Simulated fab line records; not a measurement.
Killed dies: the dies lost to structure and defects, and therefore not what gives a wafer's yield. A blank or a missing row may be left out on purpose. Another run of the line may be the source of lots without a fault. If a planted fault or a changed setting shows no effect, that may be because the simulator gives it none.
What tool caused it? + flow gf180mcu + Sampling: 13 lots, 39 wafers, 5 of 602 route steps

## WHAT THE GAUGES READ, wafer by wafer
GF_VT_IMPLANT_TW_MEAS_21.
| lot  | measured     | on           | VT_IMPLANT_2_TW |
|------|--------------|--------------|-----------------|
| L811 | day 6 08:43  | filmMetro-03 | 1223 1228 1230  |
| L812 | day 6 12:41  | filmMetro-01 | 1224 1222 1229  |
| L814 | day 7 00:40  | filmMetro-01 | 1394 1379 1385  |
| L815 | day 7 06:20  | filmMetro-01 | 1385 1381 1381  |
| L822 | day 9 06:05  | filmMetro-02 | 1190 1196 1194  |
| L824 | day 9 18:52  | filmMetro-01 | 1226 1225 1230  |
| L826 | day 10 08:35 | filmMetro-03 | 1220 1207 1217  |
| L828 | day 10 19:05 | filmMetro-03 | 1218 1217 1217  |
| L829 | day 11 00:13 | filmMetro-01 | 1222 1217 1224  |
| L831 | day 11 13:01 | filmMetro-02 | 1195 1196 1197  |
| L832 | day 11 16:25 | filmMetro-02 | 1196 1196 1200  |
| L833 | day 12 02:29 | filmMetro-03 | 1221 1220 1227  |
| L834 | day 12 06:37 | filmMetro-03 | 1225 1216 1216  |

GF_VT_IMPLANT_RS_MEAS_48: a four-point-probe measurement.
| lot  | measured     | on           | LVPWELL_RS (ohm/sq) |
|------|--------------|--------------|---------------------|
| L811 | day 7 16:56  | filmMetro-04 | 1200 1204 1195      |
| L812 | day 7 21:23  | filmMetro-02 | 1195 1194 1195      |
| L814 | day 8 09:55  | filmMetro-04 | 1196 1201 1198      |
| L815 | day 8 16:22  | filmMetro-01 | 1195 1192 1193      |
| L822 | day 10 15:50 | filmMetro-01 | 1193 1196 1199      |
| L824 | day 11 05:43 | filmMetro-04 | 1196 1195 1200      |
| L826 | day 11 22:25 | filmMetro-02 | 1196 1196 1194      |
| L828 | day 12 10:00 | filmMetro-02 | 1202 1203 1203      |
| L829 | day 12 14:18 | filmMetro-04 | 1198 1196 1195      |
| L831 | day 13 04:35 | filmMetro-02 | 1207 1202 1201      |
| L832 | day 13 06:59 | filmMetro-04 | 1193 1197 1197      |
| L833 | day 13 18:40 | filmMetro-01 | 1200 1195 1197      |
| L834 | day 13 22:20 | filmMetro-04 | 1194 1192 1192      |

GF_HV_LDD_OVL_MEAS_08.
| lot  | measured     | on         | HV_LDD_OVL (nm) |
|------|--------------|------------|-----------------|
| L811 | day 10 05:40 | overlay-02 | -0.1 -0.8 -2.3  |
| L812 | day 10 13:04 | overlay-02 | 1.3 1.3 -0.4    |
| L814 | day 11 04:16 | overlay-02 | -2.0 -3.2 -2.6  |
| L815 | day 11 13:52 | overlay-01 | 1.1 0.0 0.4     |
| L822 | day 13 13:13 | overlay-02 | -2.1 -1.9 0.5   |
| L824 | day 14 00:34 | overlay-01 | -2.1 -3.0 -2.2  |
| L826 | day 14 16:52 | overlay-02 | -1.1 -1.4 -1.5  |
| L828 | day 15 08:05 | overlay-01 | -1.7 -0.9 -0.4  |
| L829 | day 15 11:11 | overlay-01 | -0.9 -0.1 -0.6  |
| L831 | day 16 04:01 | overlay-02 | -0.1 -1.2 -1.8  |
| L832 | day 16 07:16 | overlay-02 | -2.2 -0.4 0.2   |
| L833 | day 16 18:05 | overlay-01 | -1.4 0.4 -2.1   |
| L834 | day 16 23:07 | overlay-01 | 0.0 -2.0 -0.2   |

## EACH LOT AND THE TOOL THAT RAN IT (in order: tool; ch and the chambers of the sampled wafers; start)
| lot  | GF_VT_IMPLANT_IMPLANT_19        | GF_VT_IMPLANT_STRIP_42              |
|------|---------------------------------|-------------------------------------|
| L811 | implanter-01 ch 0, day 6 08:28  | plasmaAsher-04 ch 0,1, day 7 16:23  |
| L812 | implanter-01 ch 0, day 6 12:26  | plasmaAsher-02 ch 0,1, day 7 20:50  |
| L814 | implanter-01 ch 0, day 7 00:25  | plasmaAsher-02 ch 0,1, day 8 09:22  |
| L815 | implanter-01 ch 0, day 7 06:05  | plasmaAsher-02 ch 0,1, day 8 15:47  |
| L822 | implanter-03 ch 0, day 9 05:50  | plasmaAsher-03 ch 0,1, day 10 15:16 |
| L824 | implanter-01 ch 0, day 9 18:37  | plasmaAsher-04 ch 0,1, day 11 05:10 |
| L826 | implanter-03 ch 0, day 10 08:20 | plasmaAsher-02 ch 0,1, day 11 21:52 |
| L828 | implanter-01 ch 0, day 10 18:52 | plasmaAsher-04 ch 0,1, day 12 09:27 |
| L829 | implanter-03 ch 0, day 10 23:59 | plasmaAsher-04 ch 0,1, day 12 13:45 |
| L831 | implanter-03 ch 0, day 11 12:46 | plasmaAsher-04 ch 0,1, day 13 04:02 |
| L832 | implanter-02 ch 0, day 11 16:11 | plasmaAsher-04 ch 0,1, day 13 06:25 |
| L833 | implanter-03 ch 0, day 12 02:16 | plasmaAsher-04 ch 0,1, day 13 18:06 |
| L834 | implanter-03 ch 0, day 12 06:22 | plasmaAsher-03 ch 0,1, day 13 21:47 |
- GF_VT_IMPLANT_IMPLANT_19
- GF_VT_IMPLANT_STRIP_42: strips in O2/N2.

## AS READ BY THE TOOLS THEMSELVES (means over the sampled wafers that have a number; for cases with no such wafer, the mark the record gives instead)
GF_VT_IMPLANT_IMPLANT_19.
| lot  | tool         | doseIonsCm2 | endStationPressureTorr (Torr) | faradayCurrentUA |
|------|--------------|-------------|-------------------------------|------------------|
| L811 | implanter-01 | 4.356e+12   | 5.06e-06                      | 24.4             |
| L812 | implanter-01 | 4.351e+12   | 4.78e-06                      | 24.6             |
| L814 | implanter-01 | 6.550e+12   | 5.04e-06                      | 37.1             |
| L815 | implanter-01 | 6.555e+12   | 5.23e-06                      | 36.8             |
| L822 | implanter-03 | 4.354e+12   | 4.90e-06                      | 24.5             |
| L824 | implanter-01 | 4.351e+12   | 5.05e-06                      | 24.9             |
| L826 | implanter-03 | 4.356e+12   | 4.92e-06                      | 24.3             |
| L828 | implanter-01 | 4.353e+12   | 4.88e-06                      | 24.4             |
| L829 | implanter-03 | 4.356e+12   | 5.24e-06                      | 24.8             |
| L831 | implanter-03 | 4.352e+12   | 4.89e-06                      | 24.3             |
| L832 | implanter-02 | 4.354e+12   | 4.84e-06                      | 24.7             |
| L833 | implanter-03 | 4.349e+12   | 4.77e-06                      | 24.6             |
| L834 | implanter-03 | 4.350e+12   | 5.27e-06                      | 24.7             |

GF_VT_IMPLANT_STRIP_42.
| lot  | tool           | drypumpMotorCurrentA (A) | heaterPowerW (W) | oesProductAu (a.u.) | stripTimeToEndpointS (s) |
|------|----------------|--------------------------|------------------|---------------------|--------------------------|
| L811 | plasmaAsher-04 | 5.2                      | 321              | 0.718               | 12.62                    |
| L812 | plasmaAsher-02 | 5.4                      | 318              | 0.718               | 12.71                    |
| L814 | plasmaAsher-02 | 5.4                      | 320              | 0.714               | 12.62                    |
| L815 | plasmaAsher-02 | 5.5                      | 320              | 0.712               | 12.66                    |
| L822 | plasmaAsher-03 | 5.7                      | 330              | 0.718               | 12.67                    |
| L824 | plasmaAsher-04 | 5.7                      | 328              | 0.718               | 12.65                    |
| L826 | plasmaAsher-02 | 5.7                      | 315              | 0.712               | 12.64                    |
| L828 | plasmaAsher-04 | 5.7                      | 323              | 0.714               | 12.66                    |
| L829 | plasmaAsher-04 | 5.3                      | 317              | 0.715               | 12.63                    |
| L831 | plasmaAsher-04 | 5.7                      | 327              | 0.719               | 12.64                    |
| L832 | plasmaAsher-04 | 5.7                      | 323              | 0.714               | 12.68                    |
| L833 | plasmaAsher-04 | 5.2                      | 320              | 0.717               | 12.63                    |
| L834 | plasmaAsher-03 | 5.7                      | 327              | 0.720               | 12.63                    |

## THE ANSWER, worked out from the rows above alone
Rule: what is usual is taken from the lots themselves. The widest of any qualifying gaps counts: lots, ordered by their means at a reading, are off when they make up no more than a third of the lots, leave a main group of 4 or more, and stand apart from it by 3 or more times the standard deviation of that group's means. The tables above print the reading to a certain number of digits; a main group whose means all agree to those digits is not used. A lot without any number at a reading at which 4 lots or more have one is off too. Any other lot the step has rows for is counted as sound. Order of review: gauges by route order, followed by the tools' own readings, for which a lot's mean as printed above is used. At the first step where some lot is off, the reading lying furthest off is the one used; lots without a number count as furthest.
Off: L814, L815, at GF_VT_IMPLANT_TW_MEAS_21 (VT_IMPLANT_2_TW). The main group: mean 1215, standard deviation 12.
If a tool, at a process step before that reading, ran all the lots that are off and no sound lot after the first of them, it fits. The gauges at GF_VT_IMPLANT_TW_MEAS_21 aren't tried: what is off there is off at GF_VT_IMPLANT_IMPLANT_19 too, on other tools, and a gauge's error can't cause that. No candidate that was tried fits.

## WHAT HAD BEEN PUT IN BY THE SIMULATOR
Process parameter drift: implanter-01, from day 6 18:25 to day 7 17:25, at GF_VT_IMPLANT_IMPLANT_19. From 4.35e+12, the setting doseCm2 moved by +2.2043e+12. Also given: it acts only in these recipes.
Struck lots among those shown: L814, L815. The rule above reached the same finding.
